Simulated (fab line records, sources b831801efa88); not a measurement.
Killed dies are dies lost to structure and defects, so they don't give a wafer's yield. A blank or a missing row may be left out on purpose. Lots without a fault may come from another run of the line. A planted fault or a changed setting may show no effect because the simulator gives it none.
Which tool did it? | flow sky130 | 24 lots, 72 wafers sampled, at 5 steps of a route of 708

WHAT THE GAUGES READ, wafer by wafer
SKY_SONOS_TUNNEL_TW_MEAS_12. Usual: SONOS_TUNNEL_TW 198.3, standard deviation 1.6.
lot  | measured     | on            | SONOS_TUNNEL_TW   | flag
L074 | day 11 11:00 | film_metro-04 | 198.8 198.5 197.1 |
L075 | day 11 17:48 | film_metro-03 | 195.7 196.0 196.3 |
L076 | day 12 03:57 | film_metro-04 | 198.6 199.0 198.3 |
L077 | day 13 04:14 | film_metro-03 | 197.8 197.5 198.0 |
L078 | day 13 21:13 | film_metro-04 | 198.0 198.8 199.0 |
L080 | day 14 08:54 | film_metro-01 | 198.9 198.9 197.9 |
L079 | day 14 10:13 | film_metro-01 | 198.5 199.8 199.1 |
L081 | day 14 18:13 | film_metro-01 | 199.5 198.5 198.6 |
L082 | day 14 19:10 | film_metro-04 | 200.6 200.9 200.1 |
L083 | day 14 21:46 | film_metro-03 | 195.4 195.2 195.8 |
L084 | day 15 00:22 | film_metro-04 | 197.7 196.6 196.9 |
L085 | day 15 02:34 | film_metro-01 | 198.6 199.3 198.3 |
L087 | day 15 23:27 | film_metro-03 | 195.5 197.0 197.4 |
L086 | day 16 01:38 | film_metro-01 | 199.1 199.5 198.8 |
L088 | day 16 13:01 | film_metro-01 | 198.2 198.6 198.4 |
L089 | day 16 20:14 | film_metro-03 | 197.8 197.8 198.0 |
L090 | day 17 02:16 | film_metro-03 | 195.6 196.4 196.8 |
L091 | day 17 08:30 | film_metro-03 | 196.9 196.1 195.4 |
L092 | day 17 17:40 | film_metro-03 | 195.8 196.1 196.1 |
L093 | day 17 23:03 | film_metro-01 | 200.9 201.0 200.0 |
L094 | day 18 03:49 | film_metro-01 | 200.5 201.0 200.2 |
L095 | day 18 23:35 | film_metro-01 | 200.5 201.0 200.4 |
L096 | day 19 04:49 | film_metro-01 | 198.7 198.4 198.9 |
L097 | day 19 07:14 | film_metro-04 | 198.6 200.7 199.4 |

SKY_CONTACT_OVL_MEAS_15. Usual: CONTACT_OVL -3 nm, standard deviation 6.3.
lot  | measured     | on         | CONTACT_OVL (nm) | flag
L074 | day 31 22:04 | overlay-02 | -8 -11 -14       |
L075 | day 32 07:18 | overlay-01 | -4 -8 0          |
L076 | day 32 12:26 | overlay-01 | -6 -11 -14       |
L077 | day 33 08:54 | overlay-01 | -2 -3 -9         |
L078 | day 34 07:49 | overlay-01 | -9 -4 -12        |
L080 | day 34 16:09 | overlay-02 | 2 7 3            |
L079 | day 34 16:34 | overlay-02 | 2 7 3            |
L081 | day 35 07:37 | overlay-01 | -4 -5 -7         |
L082 | day 35 09:54 | overlay-02 | 3 2 0            |
L083 | day 35 11:52 | overlay-01 | -10 -11 -8       |
L084 | day 35 13:01 | overlay-02 | 3 4 2            |
L085 | day 35 12:40 | overlay-01 | -10 -10 -11      |
L087 | day 36 02:22 | overlay-01 | -2 -6 -5         |
L086 | day 36 08:39 | overlay-01 | 5 7 14           |
L088 | day 37 02:46 | overlay-02 | -3 -6 -5         |
L089 | day 36 22:19 | overlay-02 | -3 -8 -2         |
L090 | day 37 11:06 | overlay-01 | 1 -2 0           |
L091 | day 37 13:48 | overlay-02 | 8 2 1            |
L092 | day 37 16:40 | overlay-01 | -4 4 0           |
L093 | day 37 18:09 | overlay-01 | -8 -9 -2         |
L094 | day 37 23:09 | overlay-01 | 11 10 6          |
L095 | day 38 19:28 | overlay-01 | -1 -5 -4         |
L096 | day 38 20:52 | overlay-02 | 0 -1 0           |
L097 | day 38 22:10 | overlay-01 | -12 -11 -8       |

SKY_CONTACT_THK_MEAS_26: measures by xrf. Usual: CONTACT_W_THK 351 nm, standard deviation 9.
lot  | measured     | on            | CONTACT_W_THK (nm) | flag
L074 | day 31 23:10 | film_metro-01 | 364 369 361        |
L075 | day 32 08:26 | film_metro-02 | 349 350 350        |
L076 | day 32 13:32 | film_metro-04 | 344 354 345        |
L077 | day 33 09:59 | film_metro-04 | 349 360 355        |
L078 | day 34 08:52 | film_metro-04 | 352 351 353        |
L080 | day 34 17:14 | film_metro-02 | 346 346 342        |
L079 | day 34 17:38 | film_metro-04 | 344 344 347        |
L081 | day 35 08:43 | film_metro-02 | 344 345 349        |
L082 | day 35 11:01 | film_metro-01 | 359 369 359        |
L083 | day 35 12:57 | film_metro-01 | 366 367 359        |
L084 | day 35 14:05 | film_metro-02 | 349 346 347        |
L085 | day 35 13:44 | film_metro-04 | 344 345 343        |
L087 | day 36 03:25 | film_metro-02 | 337 334 340        |
L086 | day 36 09:44 | film_metro-01 | 370 371 368        |
L088 | day 37 03:52 | film_metro-02 | 339 335 340        |
L089 | day 36 23:24 | film_metro-04 | 350 352 354        |
L090 | day 37 12:12 | film_metro-02 | 340 350 344        |
L091 | day 37 14:51 | film_metro-01 | 358 357 357        |
L092 | day 37 17:55 | film_metro-02 | 346 348 347        |
L093 | day 37 19:39 | film_metro-04 | 352 357 360        |
L094 | day 38 00:16 | film_metro-02 | 337 341 346        |
L095 | day 38 20:41 | film_metro-01 | 352 352 362        |
L096 | day 38 21:57 | film_metro-04 | 348 354 351        |
L097 | day 38 23:15 | film_metro-01 | 358 358 356        |

WHICH TOOL RAN EACH LOT (tool, then ch and the chambers of the sampled wafers, then the start)
lot  | SKY_CONTACT_ETCH_16                | SKY_CONTACT_STRIP_19
L074 | rie_diel-03 ch 2,3, day 31 22:05   | plasma_asher-04 ch 0,1, day 31 22:15
L075 | rie_diel-04 ch 2, day 32 07:20     | plasma_asher-04 ch 0,1, day 32 07:32
L076 | rie_diel-04 ch 0,2, day 32 12:28   | plasma_asher-02 ch 0,1, day 32 12:36
L077 | rie_diel-03 ch 0,2, day 33 08:56   | plasma_asher-04 ch 0,1, day 33 09:04
L078 | rie_diel-02 ch 2,3, day 34 07:50   | plasma_asher-04 ch 1, day 34 07:58
L080 | rie_diel-02 ch 0,1,2, day 34 16:11 | plasma_asher-01 ch 0,1, day 34 16:19
L079 | rie_diel-03 ch 0,1, day 34 16:35   | plasma_asher-02 ch 0,1, day 34 16:43
L081 | rie_diel-02 ch 1,2,3, day 35 07:38 | plasma_asher-01 ch 0,1, day 35 07:48
L082 | rie_diel-04 ch 0,1,2, day 35 09:56 | plasma_asher-02 ch 0,1, day 35 10:04
L083 | rie_diel-04 ch 0,3, day 35 11:53   | plasma_asher-01 ch 0,1, day 35 12:01
L084 | rie_diel-03 ch 0,1,2, day 35 13:02 | plasma_asher-02 ch 0,1, day 35 13:10
L085 | rie_diel-04 ch 0,1,3, day 35 12:41 | plasma_asher-01 ch 0,1, day 35 12:51
L087 | rie_diel-03 ch 0,1,3, day 36 02:23 | plasma_asher-04 ch 0,1, day 36 02:31
L086 | rie_diel-02 ch 1,2,3, day 36 08:41 | plasma_asher-04 ch 0,1, day 36 08:49
L088 | rie_diel-04 ch 0,2,3, day 37 02:47 | plasma_asher-01 ch 0,1, day 37 02:58
L089 | rie_diel-02 ch 0,2,3, day 36 22:20 | plasma_asher-01 ch 0,1, day 36 22:28
L090 | rie_diel-04 ch 1,2, day 37 11:08   | plasma_asher-04 ch 0,1, day 37 11:16
L091 | rie_diel-04 ch 0,1,3, day 37 13:50 | plasma_asher-01 ch 0,1, day 37 13:58
L092 | rie_diel-02 ch 0,1,2, day 37 16:41 | plasma_asher-02 ch 0,1, day 37 16:49
L093 | rie_diel-03 ch 1,2, day 37 18:11   | plasma_asher-04 ch 0,1, day 37 18:19
L094 | rie_diel-04 ch 1,2,3, day 37 23:11 | plasma_asher-02 ch 0,1, day 37 23:19
L095 | rie_diel-04 ch 2,3, day 38 19:29   | plasma_asher-02 ch 0,1, day 38 19:39
L096 | rie_diel-04 ch 0,1,2, day 38 20:55 | plasma_asher-01 ch 0,1, day 38 21:02
L097 | rie_diel-02 ch 1,2, day 38 22:11   | plasma_asher-04 ch 0,1, day 38 22:21
- SKY_CONTACT_ETCH_16: etches BARC in N2/H2, stops on SiO2, time 45.9 s, target depth 60 nm.
- SKY_CONTACT_STRIP_19: strips in O2/N2.

WHAT THE TOOLS THEMSELVES READ (means of the sampled wafers that have a number; where no wafer has one, the mark that the record gives instead)
SKY_CONTACT_ETCH_16. Usual: chamber_pressure_mTorr 30.002 mTorr, standard deviation 0.028; drypump_motor_current_A 5.5 A, standard deviation 0.57; oes_product_au 0.855 a.u., standard deviation 0.0046; throttle_valve_pct 13.223 %, standard deviation 0.009.
lot  | tool        | chamber_pressure_mTorr (mTorr) | drypump_motor_current_A (A) | oes_product_au (a.u.) | throttle_valve_pct (%) | flag
L074 | rie_diel-03 | 30.006                         | 5.1                         | 0.851                 | 13.219                 |
L075 | rie_diel-04 | 30.041                         | 5.0                         | 0.852                 | 13.220                 |
L076 | rie_diel-04 | 30.028                         | 5.0                         | 0.859                 | 13.223                 |
L077 | rie_diel-03 | 30.015                         | 5.9                         | 0.853                 | 13.225                 |
L078 | rie_diel-02 | 30.000                         | 5.9                         | 0.856                 | 13.220                 |
L080 | rie_diel-02 | 29.988                         | 5.8                         | 0.857                 | 13.228                 |
L079 | rie_diel-03 | 30.001                         | 5.7                         | 0.855                 | 13.219                 |
L081 | rie_diel-02 | 29.999                         | 6.0                         | 0.858                 | 13.216                 |
L082 | rie_diel-04 | 30.001                         | 5.4                         | 0.852                 | 13.229                 |
L083 | rie_diel-04 | 30.001                         | 5.1                         | 0.855                 | 13.236                 |
L084 | rie_diel-03 | 30.023                         | 5.6                         | 0.855                 | 13.218                 |
L085 | rie_diel-04 | 30.032                         | 5.5                         | 0.851                 | 13.224                 |
L087 | rie_diel-03 | 29.988                         | 5.6                         | 0.856                 | 13.229                 |
L086 | rie_diel-02 | 30.027                         | 5.9                         | 0.852                 | 13.222                 |
L088 | rie_diel-04 | 30.004                         | 5.1                         | 0.852                 | 13.230                 |
L089 | rie_diel-02 | 29.970                         | 6.2                         | 0.852                 | 13.224                 |
L090 | rie_diel-04 | 29.994                         | 5.9                         | 0.857                 | 13.222                 |
L091 | rie_diel-04 | 30.037                         | 5.5                         | 0.853                 | 13.229                 |
L092 | rie_diel-02 | 30.005                         | 5.8                         | 0.856                 | 13.220                 |
L093 | rie_diel-03 | 30.001                         | 5.2                         | 0.858                 | 13.222                 |
L094 | rie_diel-04 | 30.005                         | 5.5                         | 0.857                 | 13.228                 |
L095 | rie_diel-04 | 29.995                         | 5.1                         | 0.857                 | 13.225                 |
L096 | rie_diel-04 | 29.979                         | 5.4                         | 0.853                 | 13.213                 |
L097 | rie_diel-02 | 29.974                         | 5.5                         | 0.852                 | 13.228                 |

SKY_CONTACT_STRIP_19. Usual: chamber_pressure_mTorr 1500.1 mTorr, standard deviation 1.2; drypump_motor_current_A 5.8 A, standard deviation 0.31; oes_product_au 0.380 a.u., standard deviation 0.0042; strip_time_to_endpoint_s 3.602 s, standard deviation 0.024.
lot  | tool            | chamber_pressure_mTorr (mTorr) | drypump_motor_current_A (A) | oes_product_au (a.u.) | strip_time_to_endpoint_s (s) | flag
L074 | plasma_asher-04 | 1500.1                         | 5.6                         | 0.379                 | 3.625                        |
L075 | plasma_asher-04 | 1501.2                         | 5.6                         | 0.380                 | 3.615                        |
L076 | plasma_asher-02 | 1499.0                         | 5.8                         | 0.381                 | 3.640                        |
L077 | plasma_asher-04 | 1499.5                         | 5.6                         | 0.381                 | 3.591                        |
L078 | plasma_asher-04 | 1499.6                         | 5.3                         | 0.380                 | 3.576                        |
L080 | plasma_asher-01 | 1499.8                         | 6.1                         | 0.380                 | 3.610                        |
L079 | plasma_asher-02 | 1501.1                         | 5.8                         | 0.377                 | 3.570                        |
L081 | plasma_asher-01 | 1499.8                         | 6.0                         | 0.380                 | 3.604                        |
L082 | plasma_asher-02 | 1500.2                         | 5.8                         | 0.380                 | 3.614                        |
L083 | plasma_asher-01 | 1500.2                         | 6.1                         | 0.382                 | 3.600                        |
L084 | plasma_asher-02 | 1499.1                         | 5.8                         | 0.383                 | 3.578                        |
L085 | plasma_asher-01 | 1498.9                         | 6.1                         | 0.380                 | 3.624                        |
L087 | plasma_asher-04 | 1500.9                         | 5.4                         | 0.380                 | 3.614                        |
L086 | plasma_asher-04 | 1500.3                         | 5.6                         | 0.383                 | 3.592                        |
L088 | plasma_asher-01 | 1499.8                         | 6.1                         | 0.380                 | 3.603                        |
L089 | plasma_asher-01 | 1500.7                         | 6.1                         | 0.379                 | 3.603                        |
L090 | plasma_asher-04 | 1499.4                         | 5.4                         | 0.379                 | 3.633                        |
L091 | plasma_asher-01 | 1500.3                         | 6.1                         | 0.378                 | 3.626                        |
L092 | plasma_asher-02 | 1499.8                         | 5.8                         | 0.380                 | 3.608                        |
L093 | plasma_asher-04 | 1500.2                         | 5.4                         | 0.383                 | 3.595                        |
L094 | plasma_asher-02 | 1500.0                         | 5.8                         | 0.381                 | 3.589                        |
L095 | plasma_asher-02 | 1500.1                         | 5.8                         | 0.378                 | 3.588                        |
L096 | plasma_asher-01 | 1499.4                         | 6.1                         | 0.381                 | 3.606                        |
L097 | plasma_asher-04 | 1500.2                         | 5.4                         | 0.382                 | 3.600                        |

THE ANSWER, worked out from the rows above alone
Rule: a lot is off if the mean of its wafers that have a number lies more than 3 standard deviations from the usual mean. A lot without any number at a reading at which 4 lots or more have one is off too. The other lots that the step has rows for count as sound. The gauges are gone through in route order, then the tools' own readings, and for those a lot's mean is taken as printed above. The first step at which some lot is off is used, and at that step the reading that is off furthest; a lot without a number counts as furthest.
No lot is off at any reading shown: from this, nothing can be told.

WHAT THE SIMULATOR HAD PUT IN
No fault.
